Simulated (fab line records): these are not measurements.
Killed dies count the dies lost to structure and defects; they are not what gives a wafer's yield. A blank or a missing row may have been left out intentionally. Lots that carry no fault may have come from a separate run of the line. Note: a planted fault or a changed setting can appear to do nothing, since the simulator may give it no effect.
Comparing a struck lot with a sound one / flow sky130 / 19 out of 708 route steps
Sound: the wafers L490.2, L490.5, L490.6. Struck: wafers L488.2, L488.3, L488.4. At the end, the cause is stated.
Order at every step that has rows: each side's tool, ch and its chambers, its first start. Under that, the readings that differ: sound wafers / struck wafers / difference of the means / sigmas: that difference in standard deviations of wafers without a fault.
alike: a reading whose means differ by less than 2 such deviations, as well as words and numbers matching on both sides. not compared: withheld readings; readings where some wafer has no value; bounds like >300 that might hide an equal value; numbers whose values overlap and for which the record gives no deviation.
A row with sigmas, a row that says differs or no value, or rows on one side alone: a step with any of these is where the two part. Numbers that don't overlap but have no deviation are shown without sigmas and don't part them. A reading that every wafer of one side lacks parts them only if that side has two wafers or more.

first, 1 step without rows for these wafers: SKY_FIELD_ISO_ANNEAL_26 (time 1800 s).
SKY_FIELD_ISO_CMP_27: polishes, stops on Si3N4, t overpolish 16 s, target thk 457.8 nm.
  sound on cmp-01 ch 2,3, day 4 22:08; struck on cmp-02 ch 0,2,3, day 4 22:07
  alike: motor current A, overpolish run s, time to endpoint s
then, 5 steps without rows for these wafers: SKY_FIELD_ISO_WET_ETCH_28 (etches SiO2 in dHF, target depth 23.7 nm, time 47 s); SKY_FIELD_ISO_WET_ETCH_29 (etches Si3N4 in H3PO4, target depth 160 nm, time 1825 s); SKY_FIELD_ISO_WET_ETCH_30 (etches SiO2 in dHF, target depth 25 nm, time 50 s); SKY_NWELL_CLEAN_00 (cleans in SC1/SC2, time 150 s); SKY_NWELL_OXIDATION_01 (stabilise 600 s, purge 300 s, target thk 10 nm).
SKY_NWELL_THK_MEAS_02:
  sound on film metro-01 at day 5 01:43; struck on film metro-03 at day 5 01:43
  alike: NWELL_OXIDATION_THK
then, 4 steps without rows for these wafers: SKY_DNWELL_DEHYDRATE_00 (time 60 s); SKY_DNWELL_HMDS_01 (prime time 60 s); SKY_DNWELL_COAT_02 (resist thk 3000 nm); SKY_DNWELL_SOFTBAKE_03.
SKY_DNWELL_EXPOSE_04: exposes mask DNM, target cd 3000 nm.
  sound on iline stepper-02 ch 0, day 5 09:49; struck on iline stepper-01, day 5 10:32
  no value came back on the struck wafers for exposure dose mJ cm2, focus offset nm (nm), stage vel mm s (mm/s); on the sound wafers exposure dose mJ cm2 reads 221.71 222.21 222.01
  alike: mask
then, 3 steps without rows for these wafers: SKY_DNWELL_PEB_05; SKY_DNWELL_DEVELOP_06 (develop time 60 s); SKY_DNWELL_IMPLANT_07.
SKY_DNWELL_STRIP_08: strips in O2/N2.
  sound on plasma asher-03 ch 0,1, day 5 18:29; struck on plasma asher-02 ch 0,1, day 5 18:53
reading=drypump motor current A (A); sound=5.8 5.8 6.0; struck=5.0 5.0 4.9; difference=-0.9; sigmas=-2
  alike: oes product au, strip time to endpoint s
  not compared: rf hours counter h
SKY_DNWELL_TW_MEAS_09:
  sound on film metro-02 at day 5 18:35; struck on film metro-01 at day 5 19:00
reading=DNWELL_TW; sound=1108 1099 1109; struck=30 30 30; difference=-1075; sigmas=-99 or more
then, 1 step without rows for these wafers: SKY_PWDE_DEHYDRATE_00 (time 60 s).

## WHERE THEY PART
Last at SKY_DNWELL_TW_MEAS_09 as far as this record goes, first at SKY_DNWELL_EXPOSE_04.

WHY: what the simulator had put in
Whole step skipped at SKY_DNWELL_EXPOSE_04 on iline stepper-01, starting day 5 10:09. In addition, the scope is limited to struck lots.
